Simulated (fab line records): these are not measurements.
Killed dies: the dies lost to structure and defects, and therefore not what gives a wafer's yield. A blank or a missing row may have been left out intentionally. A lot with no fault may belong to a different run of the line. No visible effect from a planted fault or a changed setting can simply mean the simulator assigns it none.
Problem report in the 8D (eight disciplines) form, filled by code + flow sfqLine + the parts of the form that need people (team, actions taken, sign-off) are left out

== 1. WHAT IS WRONG ==
Wafers without a fault read 148.4 s, standard deviation 0.44; runLengthS at SFQ_TRILAYER_M7_ETCH_METAL_ETCH_180 reads a mean of 144.9 s on 4 wafers belonging to 3 lots. That puts it -8.0 standard deviations away from the usual mean.
The step: etches Nb in Cl2/Ar, stops on SiO2, target depth 240 nm, time 120 s.
First seen on wafer L118.5, day 70 04:22, on rieMetal-01. At this step, 44 wafers from 15 lots have a number in the record. Rule for "out", or "out of limits": more than 4 standard deviations from the usual mean. The other wafers with a number count as sound.

== 2. WHAT IT IS, WHAT IT ISN'T ==
| question                    | is                             | is not                                                                                                                           |
|-----------------------------|--------------------------------|----------------------------------------------------------------------------------------------------------------------------------|
| which readings at this step | runLengthS                     | drypumpMotorCurrentA                                                                                                             |
| which lots                  | L118, L120, L121               | L113, L114, L116, L126, L127, L128, L129, L130, L131, L132, L135, L136                                                           |
| which wafers of those lots  | L118.5, L120.1, L121.2, L121.3 | L118.6, L120.3, L120.6, L121.4                                                                                                   |
| read on which tools         | rieMetal-01                    | rieMetal-03, rieMetal-04                                                                                                         |
| when                        | from day 70 04:22              | up to then (10 sound wafers); but 30 sound wafers of L120, L121, L126, L127, L128, L129, L130, L131, L132, L135, L136 came after |

== 3. THE SUSPECTS, EACH WITH WHAT RULES IT OUT ==
Counting: any tool at a process step up to the reading remains a suspect provided it ran every lot that is out. Sound lots after the first of them don't rule it out here, since some wafers of a struck lot are sound.
- rieMetal-01 at SFQ_TRILAYER_M7_ETCH_METAL_ETCH_180 (etches Nb in Cl2/Ar, stops on SiO2, target depth 240 nm, time 120 s): kept. It ran every lot that is out, first L118 (day 70 04:22). Its own readings are out on those wafers: runLengthS.
- The sound lot-mates ran in chamber 1 of rieMetal-01 at SFQ_TRILAYER_M7_ETCH_METAL_ETCH_180, but the wafers that are out ran in chamber 0.
The count leaves rieMetal-01 at SFQ_TRILAYER_M7_ETCH_METAL_ETCH_180.

== 4. THE CAUSE (what the simulator had put in) ==
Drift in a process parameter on rieMetal-01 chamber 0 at SFQ_TRILAYER_M7_ETCH_METAL_ETCH_180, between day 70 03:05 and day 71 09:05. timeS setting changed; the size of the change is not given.
This tool alone remained once counting was done.

== 5. SEQUENCE OF EFFECTS, ordered by route ==
Rows list readings where the struck wafers' mean (over those with a number) sits beyond 3 standard deviations from the usual. Readings are gone through only where the record gives a usual standard deviation; hours: the median, over the lots, of the time from a lot's start at the first step in this table giving one to that lot's start at this step; sigmas: the change measured in usual standard deviations.
| hours | step                                | reading      | usual      | on struck wafers | change | sigmas |
|-------|-------------------------------------|--------------|------------|------------------|--------|--------|
| 0     | SFQ_TRILAYER_M7_ETCH_METAL_ETCH_180 | oesProductAu | 0.894 a.u. | 0.923            | +0.029 | +3.7   |
| 0     | SFQ_TRILAYER_M7_ETCH_METAL_ETCH_180 | runLengthS   | 148.4 s    | 144.9            | -3.5   | -8.0   |
It contains these process steps:
- SFQ_TRILAYER_M7_ETCH_METAL_ETCH_180: etches Nb in Cl2/Ar, stops on SiO2, target depth 240 nm, time 120 s.
Readings that are blank on the struck wafers while sound wafers have them: biasW at SFQ_TRILAYER_M7_ETCH_METAL_ETCH_180.

== 6. HOW IT WOULD HAVE BEEN CAUGHT EARLIER ==
In this record the first reading out of limits was taken at day 70 04:22, 1 hour after the fault began at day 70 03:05.
